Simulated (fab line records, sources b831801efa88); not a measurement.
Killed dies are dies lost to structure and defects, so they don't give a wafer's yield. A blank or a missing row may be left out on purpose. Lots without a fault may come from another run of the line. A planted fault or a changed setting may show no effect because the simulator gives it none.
Chamber matching | flow gf180mcu | GF_POLY_GATE_ETCH_12 on rie_diel-02: 4 sister chambers
The step etches BARC in N2/H2. 7 wafers are shown with their chamber, then 8 later ones without.

WAFERS WITH THEIR CHAMBER
wafer  | chamber | drypump_motor_current_A (A) | oes_product_au (a.u.)
L082.6 | 1       | 5.7                         | 0.731
L084.1 | 3       | 5.5                         | 0.733
L084.3 | 2       | 6.4                         | 0.745
L085.1 | 2       | 6.4                         | 0.735
L085.5 | 0       | 5.9                         | 0.736
L085.6 | 3       | 5.5                         | 0.728
L088.3 | 0       | 5.8                         | 0.735

WAFERS WITHOUT THEIR CHAMBER
wafer  | drypump_motor_current_A (A) | oes_product_au (a.u.)
L088.4 | 6.4                         | 0.732
L088.6 | 6.4                         | 0.736
L095.1 | 5.6                         | 0.738
L095.3 | 6.4                         | 0.735
L095.6 | 5.9                         | 0.727
L097.1 | 6.4                         | 0.736
L097.2 | 5.5                         | 0.739
L097.5 | 5.5                         | 0.738

WHICH CHAMBER EACH WENT THROUGH
wafer  | from the rows above     | in truth
L088.4 | 2                       | 2
L088.6 | 2                       | 2
L095.1 | can't be placed: 1 or 3 | 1
L095.3 | 2                       | 2
L095.6 | 0                       | 0
L097.1 | 2                       | 2
L097.2 | 3                       | 3
L097.5 | 3                       | 3
Placed correctly: 7 of 8. Can't be placed from these rows: 1 (the true chamber is among the candidates in 1). Placed wrongly: 0.
How it was worked out, from the rows above alone: a wafer's distance from a chamber is the root of the sum, over the readings, of the square of ((its reading less the chamber's mean) divided by the reading's scatter). The wafer belongs to the nearest chamber; if the next one is less than 2 further off, it can't be placed. A chamber's mean is the mean of its shown wafers. The scatter: the root of (the sum of the squares of (reading less its chamber's mean) over the shown wafers, divided by (wafers less chambers)).
